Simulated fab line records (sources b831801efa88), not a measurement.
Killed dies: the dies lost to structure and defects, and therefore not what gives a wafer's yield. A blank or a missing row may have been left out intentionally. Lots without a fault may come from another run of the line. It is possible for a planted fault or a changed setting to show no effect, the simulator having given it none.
fab line records || flow sky130
[record] {"lots": 15, "wafers": 45, "last-day": 51}
route steps=708 shown LDD_N@248 PAD_OPEN@708
lots that met no fault: taken from a fault-free run of the same line
start-h: hours from the record's first day to the start of the lot's first wafer shown || wait-h: hours elapsed since this lot's preceding step || " identical to the entry in the row above || L1.1+2: one row covering several wafers at once || - no value, or no start was given || * or withheld: withheld || < > ~ a bound
route shown NAME@n: names a module that has steps shown in the file, with the first one's number in the route || usual: average and standard deviation across the fault-free wafers || same: alike in all rows || chamber/n: place in a boat || sites: the reading at each site || _std_site: how widely they spread, as a standard deviation || _edge_site: outer sites' mean less inner sites' || radius-mm: how far each site lies from the wafer's centre || mask NAME#n: copy n || behind: the last tool/chamber to shape the wafer || hold: why the lot was held/for how many hours/how that ended || device: the n, p or np transistor that did not switch || end of line: the same wafers' tests at the end of the route || a step without rows: its recipe alone || killed: dies lost to structure and defects at the first sort, not the wafer's yield || map: shows each die of a wafer: x if killed, . if not, _ if none is there
set.NAME: the setting as run; set.NAME@STEP: as run at that earlier step || model.NAME: the simulator's own value behind a step, which no gauge read
one table for each step of the route and one row for each wafer, over a sample of lots
services: the hour from which a tool's chamber was out of use, counted from the record's first day as start-h (under 0 if before that day), plus the number of hours and why
[[steps]]
[step SKY_LDD_N_IMPLANT_11]
[recipe] {"species": "As", "energy-kev": 20, "dose-cm2": 7.5e+13, "tilt-deg": "withheld", "rotation-deg": 293}
[usual] {"beam-energy-keV": "20.000/0.0061", "beam-on-s": "9.96/0.2"}
{"lot.wafer": "L354.2", "tool": "implanter-01", "chamber": 0, "start-h": 416.23, "wait-h": 0.1, "beam-energy-keV": 19.994, "beam-on-s": 9.84}
{"lot.wafer": "L354.3", "tool": "implanter-01", "chamber": 0, "start-h": 416.23, "wait-h": 0.1, "beam-energy-keV": 19.999, "beam-on-s": 10.17}
{"lot.wafer": "L354.6", "tool": "implanter-01", "chamber": 0, "start-h": 416.23, "wait-h": 0.1, "beam-energy-keV": 20.003, "beam-on-s": 9.77}
{"lot.wafer": "L357.2", "tool": "implanter-01", "chamber": 0, "start-h": 451.38, "wait-h": 0.1, "beam-energy-keV": 20.001, "beam-on-s": 9.64}
{"lot.wafer": "L357.4", "tool": "implanter-01", "chamber": 0, "start-h": 451.38, "wait-h": 0.1, "beam-energy-keV": 19.987, "beam-on-s": 9.86}
{"lot.wafer": "L357.6", "tool": "implanter-01", "chamber": 0, "start-h": 451.38, "wait-h": 0.1, "beam-energy-keV": 20.000, "beam-on-s": 10.12}
{"lot.wafer": "L360.1", "tool": "implanter-03", "chamber": 0, "start-h": 468.64, "wait-h": 0.1, "beam-energy-keV": 20.009, "beam-on-s": 9.50}
{"lot.wafer": "L360.3", "tool": "implanter-03", "chamber": 0, "start-h": 468.64, "wait-h": 0.1, "beam-energy-keV": 20.007, "beam-on-s": 9.83}
{"lot.wafer": "L360.6", "tool": "implanter-03", "chamber": 0, "start-h": 468.64, "wait-h": 0.1, "beam-energy-keV": 20.001, "beam-on-s": 9.87}
{"lot.wafer": "L362.1", "tool": "implanter-02", "chamber": 0, "start-h": 485.15, "wait-h": 0.1, "beam-energy-keV": 20.009, "beam-on-s": 9.89}
{"lot.wafer": "L362.2", "tool": "implanter-02", "chamber": 0, "start-h": 485.15, "wait-h": 0.1, "beam-energy-keV": 20.006, "beam-on-s": 9.89}
{"lot.wafer": "L362.6", "tool": "implanter-02", "chamber": 0, "start-h": 485.15, "wait-h": 0.1, "beam-energy-keV": 19.997, "beam-on-s": 9.96}
{"lot.wafer": "L363.2", "tool": "implanter-02", "chamber": 0, "start-h": 499.73, "wait-h": 0.1, "beam-energy-keV": 19.998, "beam-on-s": 9.99}
{"lot.wafer": "L363.3", "tool": "implanter-02", "chamber": 0, "start-h": 499.73, "wait-h": 0.1, "beam-energy-keV": 19.997, "beam-on-s": 10.08}
{"lot.wafer": "L363.6", "tool": "implanter-02", "chamber": 0, "start-h": 499.73, "wait-h": 0.1, "beam-energy-keV": 20.002, "beam-on-s": 9.99}
{"lot.wafer": "L364.1", "tool": "implanter-03", "chamber": 0, "start-h": 507.15, "wait-h": 0.1, "beam-energy-keV": 19.987, "beam-on-s": 9.78}
{"lot.wafer": "L364.2", "tool": "implanter-03", "chamber": 0, "start-h": 507.15, "wait-h": 0.1, "beam-energy-keV": 19.988, "beam-on-s": 10.15}
{"lot.wafer": "L364.4", "tool": "implanter-03", "chamber": 0, "start-h": 507.15, "wait-h": 0.1, "beam-energy-keV": 19.990, "beam-on-s": 10.28}
{"lot.wafer": "L365.1", "tool": "implanter-02", "chamber": 0, "start-h": 510.71, "wait-h": 0.1, "beam-energy-keV": 19.994, "beam-on-s": 9.68}
{"lot.wafer": "L365.2", "tool": "implanter-02", "chamber": 0, "start-h": 510.71, "wait-h": 0.1, "beam-energy-keV": 19.995, "beam-on-s": 9.91}
{"lot.wafer": "L365.5", "tool": "implanter-02", "chamber": 0, "start-h": 510.71, "wait-h": 0.1, "beam-energy-keV": 20.004, "beam-on-s": 10.09}
{"lot.wafer": "L367.2", "tool": "implanter-01", "chamber": 0, "start-h": 527.63, "wait-h": 0.1, "beam-energy-keV": 19.999, "beam-on-s": 10.07}
{"lot.wafer": "L367.3", "tool": "implanter-01", "chamber": 0, "start-h": 527.63, "wait-h": 0.1, "beam-energy-keV": 20.006, "beam-on-s": 10.13}
{"lot.wafer": "L367.4", "tool": "implanter-01", "chamber": 0, "start-h": 527.63, "wait-h": 0.1, "beam-energy-keV": 20.000, "beam-on-s": 10.12}
{"lot.wafer": "L366.1", "tool": "implanter-01", "chamber": 0, "start-h": 530.05, "wait-h": 0.1, "beam-energy-keV": 19.995, "beam-on-s": 9.65}
{"lot.wafer": "L366.2", "tool": "implanter-01", "chamber": 0, "start-h": 530.05, "wait-h": 0.1, "beam-energy-keV": 20.005, "beam-on-s": 9.69}
{"lot.wafer": "L366.3", "tool": "implanter-01", "chamber": 0, "start-h": 530.05, "wait-h": 0.1, "beam-energy-keV": 20.003, "beam-on-s": 10.12}
{"lot.wafer": "L368.1", "tool": "implanter-01", "chamber": 0, "start-h": 533.34, "wait-h": 0.1, "beam-energy-keV": 17.663, "beam-on-s": 9.61}
{"lot.wafer": "L368.3", "tool": "implanter-01", "chamber": 0, "start-h": 533.34, "wait-h": 0.1, "beam-energy-keV": 17.677, "beam-on-s": 10.00}
{"lot.wafer": "L368.6", "tool": "implanter-01", "chamber": 0, "start-h": 533.34, "wait-h": 0.1, "beam-energy-keV": 17.676, "beam-on-s": 10.15}
{"lot.wafer": "L369.2", "tool": "implanter-03", "chamber": 0, "start-h": 545.63, "wait-h": 0.1, "beam-energy-keV": 20.014, "beam-on-s": 9.93}
{"lot.wafer": "L369.3", "tool": "implanter-03", "chamber": 0, "start-h": 545.63, "wait-h": 0.1, "beam-energy-keV": 20.008, "beam-on-s": 10.39}
{"lot.wafer": "L369.4", "tool": "implanter-03", "chamber": 0, "start-h": 545.63, "wait-h": 0.1, "beam-energy-keV": 20.000, "beam-on-s": 10.17}
{"lot.wafer": "L370.1", "tool": "implanter-01", "chamber": 0, "start-h": 551.99, "wait-h": 0.1, "beam-energy-keV": 17.675, "beam-on-s": 10.19}
{"lot.wafer": "L370.2", "tool": "implanter-01", "chamber": 0, "start-h": 551.99, "wait-h": 0.1, "beam-energy-keV": 17.672, "beam-on-s": 10.19}
{"lot.wafer": "L370.6", "tool": "implanter-01", "chamber": 0, "start-h": 551.99, "wait-h": 0.1, "beam-energy-keV": 17.670, "beam-on-s": 9.99}
{"lot.wafer": "L371.2", "tool": "implanter-01", "chamber": 0, "start-h": 554.43, "wait-h": 0.1, "beam-energy-keV": 17.667, "beam-on-s": 10.06}
{"lot.wafer": "L371.4", "tool": "implanter-01", "chamber": 0, "start-h": 554.43, "wait-h": 0.1, "beam-energy-keV": 17.659, "beam-on-s": 10.44}
{"lot.wafer": "L371.5", "tool": "implanter-01", "chamber": 0, "start-h": 554.43, "wait-h": 0.1, "beam-energy-keV": 17.662, "beam-on-s": 9.69}
{"lot.wafer": "L372.3", "tool": "implanter-02", "chamber": 0, "start-h": 566.34, "wait-h": 0.1, "beam-energy-keV": 19.996, "beam-on-s": 10.24}
{"lot.wafer": "L372.4", "tool": "implanter-02", "chamber": 0, "start-h": 566.34, "wait-h": 0.1, "beam-energy-keV": 19.999, "beam-on-s": 9.86}
{"lot.wafer": "L372.5", "tool": "implanter-02", "chamber": 0, "start-h": 566.34, "wait-h": 0.1, "beam-energy-keV": 19.996, "beam-on-s": 9.73}
{"lot.wafer": "L377.2", "tool": "implanter-03", "chamber": 0, "start-h": 612.12, "wait-h": 0.1, "beam-energy-keV": 20.009, "beam-on-s": 9.69}
{"lot.wafer": "L377.3", "tool": "implanter-03", "chamber": 0, "start-h": 612.12, "wait-h": 0.1, "beam-energy-keV": 19.999, "beam-on-s": 10.20}
{"lot.wafer": "L377.5", "tool": "implanter-03", "chamber": 0, "start-h": 612.12, "wait-h": 0.1, "beam-energy-keV": 20.014, "beam-on-s": 9.84}
[step SKY_PAD_OPEN_PROBE_99]
[usual] {"killed_at_M0_to_M3": "44/6.9", "killed_at_M4_up": "3.1/1.7", "killed-at-contacts": "25/5.6", "killed-at-front-end": "14/4.3", "killed-at-other": "0.3/0.51", "killed-dies": "86/9.8", "killed-open": "47/6.5", "killed-short": "39/6.6"}
[same] {"gross-dies": 492, "killed-at-back-side": 0}
{"lot.wafer": "L368.1", "tool": "prober-02", "chamber": "-", "start-h": 1172.87, "wait-h": 0.1, "killed_at_M0_to_M3": 35, "killed_at_M4_up": 2, "killed-at-contacts": 26, "killed-at-front-end": 16, "killed-at-other": 1, "killed-dies": 80, "killed-open": 47, "killed-short": 33}
{"lot.wafer": "L368.3", "tool": "prober-02", "chamber": "-", "start-h": 1172.97, "wait-h": 0.2, "killed_at_M0_to_M3": 27, "killed_at_M4_up": 1, "killed-at-contacts": 29, "killed-at-front-end": 19, "killed-at-other": 0, "killed-dies": 76, "killed-open": 49, "killed-short": 27}
{"lot.wafer": "L368.6", "tool": "prober-02", "chamber": "-", "start-h": 1173.12, "wait-h": 0.2, "killed_at_M0_to_M3": 45, "killed_at_M4_up": 3, "killed-at-contacts": 22, "killed-at-front-end": 14, "killed-at-other": 0, "killed-dies": 84, "killed-open": 36, "killed-short": 48}
// killed by level:class
L368.1 VIA1:geometric-particle:open=9 CONTACT:geometric-particle:open=9 LI_CONTACT:geometric-particle:short=6 LI_CONTACT:geometric-particle:open=6 VIA2:geometric-particle:open=6 FIELD_ISO:geometric-particle:short=5 POLY_GATE:geometric-particle:open=5 VIA3:geometric-particle:open=5
L368.3 CONTACT:geometric-particle:open=9 FIELD_ISO:geometric-particle:open=7 LI_CONTACT:geometric-particle:open=7 POLY_GATE:geometric-particle:open=6 LOCAL_INTERCONNECT:geometric-particle:short=5 VIA1:geometric-particle:open=5 METAL2:geometric-particle:short=5 VIA3:geometric-particle:open=5
L368.6 METAL1:geometric-particle:short=11 LI_CONTACT:geometric-particle:open=7 LOCAL_INTERCONNECT:geometric-particle:short=6 VIA1:geometric-particle:short=6 VIA1:geometric-particle:open=6 VIA2:geometric-particle:open=5 VIA3:geometric-particle:open=5 FIELD_ISO:geometric-particle:short=4
[[services]]
{"tool": "implanter-01", "chamber": "-", "start-h": 392.32, "hours": 5.9, "kind": "repair"}
{"tool": "implanter-02", "chamber": "-", "start-h": 396.61, "hours": 4.5, "kind": "pm"}
{"tool": "implanter-01", "chamber": "-", "start-h": 464.00, "hours": 5.0, "kind": "repair"}
{"tool": "implanter-03", "chamber": "-", "start-h": 539.98, "hours": 0.7, "kind": "repair"}
{"tool": "implanter-01", "chamber": "-", "start-h": 557.15, "hours": 2.9, "kind": "repair"}
{"tool": "implanter-01", "chamber": "-", "start-h": 610.55, "hours": 8.4, "kind": "pm"}
[[key]]
[first-sign] {"step": "SKY_LDD_N_IMPLANT_11", "reading": "beam-energy-keV", "direction": "down", "sigmas": "99+", "usual": "*", "struck": "*"}
effect none on later readings
met-at SKY_LDD_N_IMPLANT_11
struck-lots L368,L370,L371
tester-left-out L368,L370,L371
onset-between 530.05 533.34
[fault] {"kind": "process-parameter-drift", "tool": "implanter-01", "chamber": "-", "onset-h": 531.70, "steps": "SKY_LDD_N_IMPLANT_11", "channel": "energy-kev", "offset": "*", "shape": "step", "end-h": 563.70, "acts-in": "*", "stated": "*"}
// tester-left-out: of these lots the tester's yield and bins aren't shown, on N5 and GAA mostly nor the transistor test; their killed dies are dies lost to structure and defects alone, not to doping, threshold or leakage, so they don't give the yield
